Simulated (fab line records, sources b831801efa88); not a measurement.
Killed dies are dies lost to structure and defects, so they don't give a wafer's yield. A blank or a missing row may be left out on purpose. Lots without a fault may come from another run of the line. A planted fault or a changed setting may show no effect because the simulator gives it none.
Which tool did it? | flow sky130 | 15 lots, 45 wafers sampled, at 4 steps of a route of 708

WHAT THE GAUGES READ, wafer by wafer
SKY_PASSIVATION_THK_MEAS_03.
lot  | measured     | on            | PASSIVATION_CVD_02_THK (nm)
L901 | day 44 05:05 | film_metro-04 | 540 550 546
L902 | day 44 09:14 | film_metro-02 | 547 554 551
L903 | day 44 15:34 | film_metro-02 | 539 544 539
L904 | day 45 05:46 | film_metro-03 | 548 539 552
L905 | day 45 09:46 | film_metro-02 | 539 550 545
L907 | day 45 21:16 | film_metro-04 | 531 539 542
L909 | day 46 04:34 | film_metro-02 | 534 540 538
L911 | day 46 18:01 | film_metro-04 | 543 547 540
L912 | day 47 04:28 | film_metro-03 | 540 543 546
L920 | day 48 21:38 | film_metro-03 | 534 538 547
L922 | day 49 02:50 | film_metro-02 | 542 534 540
L923 | day 49 05:07 | film_metro-02 | 526 541 537

WHICH TOOL RAN EACH LOT (tool, then ch and the chambers of the sampled wafers, then the start)
lot  | SKY_METAL4_METAL_ETCH_18          | SKY_METAL5_EXPOSE_11                | SKY_PASSIVATION_CVD_02
L901 | rie_metal-04 ch 0,1, day 42 02:07 | iline_stepper-02 ch 0, day 43 16:13 | pecvd-03 ch 1,2, day 44 04:51
L902 | rie_metal-02 ch 0,1, day 42 06:46 | iline_stepper-02 ch 0, day 43 20:16 | pecvd-03 ch 0,1, day 44 08:59
L903 | rie_metal-04 ch 0,1, day 42 13:45 | iline_stepper-02 ch 0, day 44 03:53 | pecvd-01 ch 0,2, day 44 15:20
L904 | rie_metal-02 ch 0,1, day 43 04:30 | iline_stepper-02 ch 0, day 44 17:23 | pecvd-01 ch 1,2, day 45 05:32
L905 | rie_metal-02 ch 0,1, day 43 08:39 | iline_stepper-01 ch 0, day 44 21:56 | pecvd-01 ch 0,1,2, day 45 09:32
L907 | rie_metal-01 ch 0,1, day 43 22:40 | iline_stepper-02 ch 0, day 45 10:04 | pecvd-04 ch 0,2, day 45 20:55
L909 | rie_metal-04 ch 0,1, day 44 06:13 | iline_stepper-01 ch 0, day 45 16:43 | pecvd-01 ch 0,1,2, day 46 04:20
L911 | rie_metal-01 ch 0,1, day 44 20:45 | iline_stepper-02 ch 0, day 46 06:53 | pecvd-03 ch 1,2, day 46 17:47
L912 | rie_metal-04 ch 1, day 45 06:27   | iline_stepper-01 ch 0, day 46 16:38 | pecvd-01 ch 1,2, day 47 04:14
L917 | rie_metal-02 ch 0,1, day 46 14:13 | iline_stepper-02, day 48 00:07      | -
L918 | rie_metal-02 ch 0,1, day 46 22:21 | iline_stepper-02, day 48 07:07      | -
L919 | rie_metal-02 ch 0,1, day 47 01:45 | iline_stepper-01, day 48 09:25      | -
L920 | rie_metal-04 ch 0,1, day 47 03:55 | iline_stepper-01 ch 0, day 48 11:27 | pecvd-01 ch 1,2, day 48 21:25
L922 | rie_metal-02 ch 0,1, day 47 08:21 | iline_stepper-01 ch 0, day 48 16:21 | pecvd-01 ch 0,1,2, day 49 02:37
L923 | rie_metal-02 ch 0,1, day 47 11:28 | iline_stepper-01 ch 0, day 48 19:19 | pecvd-03 ch 0,2, day 49 04:53
- SKY_METAL4_METAL_ETCH_18: etches the open film in Cl2/BCl3, stops on SiO2, target depth 845 nm, time 183.1 s.
- SKY_METAL5_EXPOSE_11: exposes mask MM5, target cd 1600 nm.
- SKY_PASSIVATION_CVD_02: deposits Si3N4, target thk 540 nm.

WHAT THE TOOLS THEMSELVES READ (means of the sampled wafers that have a number; where no wafer has one, the mark that the record gives instead)
SKY_METAL4_METAL_ETCH_18.
lot  | tool         | chamber_pressure_mTorr (mTorr) | drypump_motor_current_A (A) | mfc_cl2_sccm (sccm) | oes_product_au (a.u.) | throttle_valve_pct (%)
L901 | rie_metal-04 | 9.994                          | 5.9                         | 59.91               | 0.870                 | 22.263
L902 | rie_metal-02 | 10.004                         | 6.0                         | 60.09               | 0.864                 | 22.264
L903 | rie_metal-04 | 9.995                          | 6.1                         | 60.18               | 0.860                 | 22.262
L904 | rie_metal-02 | 10.005                         | 5.8                         | 60.09               | 0.871                 | 22.268
L905 | rie_metal-02 | 9.992                          | 5.9                         | 59.88               | 0.870                 | 22.267
L907 | rie_metal-01 | 9.996                          | 6.4                         | 60.03               | 0.859                 | 22.265
L909 | rie_metal-04 | 10.000                         | 6.1                         | 59.96               | 0.863                 | 22.270
L911 | rie_metal-01 | 9.999                          | 6.3                         | 59.65               | 0.866                 | 22.265
L912 | rie_metal-04 | 9.998                          | 5.7                         | 59.88               | 0.859                 | 22.255
L917 | rie_metal-02 | 9.999                          | 5.8                         | 59.95               | 0.868                 | 22.267
L918 | rie_metal-02 | 9.996                          | 5.9                         | 59.92               | 0.862                 | 22.252
L919 | rie_metal-02 | 10.003                         | 6.0                         | 60.15               | 0.867                 | 22.260
L920 | rie_metal-04 | 9.990                          | 6.1                         | 60.16               | 0.861                 | 22.261
L922 | rie_metal-02 | 10.000                         | 5.8                         | 59.96               | 0.855                 | 22.259
L923 | rie_metal-02 | 9.992                          | 5.9                         | 59.99               | 0.863                 | 22.266

SKY_METAL5_EXPOSE_11.
lot  | tool             | exposure_dose_mJ_cm2 | focus_offset_nm (nm) | stage_vel_mm_s (mm/s)
L901 | iline_stepper-02 | 189.97               | 0.2                  | 500.05
L902 | iline_stepper-02 | 190.42               | 0.3                  | 499.92
L903 | iline_stepper-02 | 190.11               | 0.0                  | 499.91
L904 | iline_stepper-02 | 190.23               | -0.3                 | 499.99
L905 | iline_stepper-01 | 190.06               | 0.1                  | 500.09
L907 | iline_stepper-02 | 189.86               | 0.8                  | 500.06
L909 | iline_stepper-01 | 190.26               | 0.2                  | 499.94
L911 | iline_stepper-02 | 189.94               | -0.3                 | 499.80
L912 | iline_stepper-01 | 189.87               | -0.6                 | 500.19
L917 | iline_stepper-02 | -                    | -                    | -
L918 | iline_stepper-02 | -                    | -                    | -
L919 | iline_stepper-01 | -                    | -                    | -
L920 | iline_stepper-01 | 189.95               | -0.1                 | 500.13
L922 | iline_stepper-01 | 190.17               | -0.2                 | 500.37
L923 | iline_stepper-01 | 190.24               | -0.5                 | 499.54

SKY_PASSIVATION_CVD_02.
lot  | tool     | heater_power_w (W)
L901 | pecvd-03 | 793
L902 | pecvd-03 | 792
L903 | pecvd-01 | 826
L904 | pecvd-01 | 720
L905 | pecvd-01 | 779
L907 | pecvd-04 | 677
L909 | pecvd-01 | 747
L911 | pecvd-03 | 827
L912 | pecvd-01 | 719
L920 | pecvd-01 | 735
L922 | pecvd-01 | 768
L923 | pecvd-03 | 671

THE ANSWER, worked out from the rows above alone
Rule: what is usual is taken from the lots themselves. Put in order of their means at a reading, lots are off if they are a third of the lots or fewer, leave a main group of 4 or more, and stand apart from it by a gap of 3 or more times the standard deviation of the main group's means; of several such gaps the widest counts. A main group whose means are all the same, to the digits that the tables above print for the reading, isn't used. A lot without any number at a reading at which 4 lots or more have one is off too. The other lots that the step has rows for count as sound. The gauges are gone through in route order, then the tools' own readings, and for those a lot's mean is taken as printed above. The first step at which some lot is off is used, and at that step the reading that is off furthest; a lot without a number counts as furthest.
Off: L917, L918, L919, at SKY_METAL5_EXPOSE_11 (exposure_dose_mJ_cm2). Without a number there: L917, L918, L919. The main group: mean 190.09, standard deviation 0.17.
A tool fits if, at that step or a process step before it, it ran every lot that is off, and no sound lot after the first of them. None of those tried fits.

WHAT THE SIMULATOR HAD PUT IN
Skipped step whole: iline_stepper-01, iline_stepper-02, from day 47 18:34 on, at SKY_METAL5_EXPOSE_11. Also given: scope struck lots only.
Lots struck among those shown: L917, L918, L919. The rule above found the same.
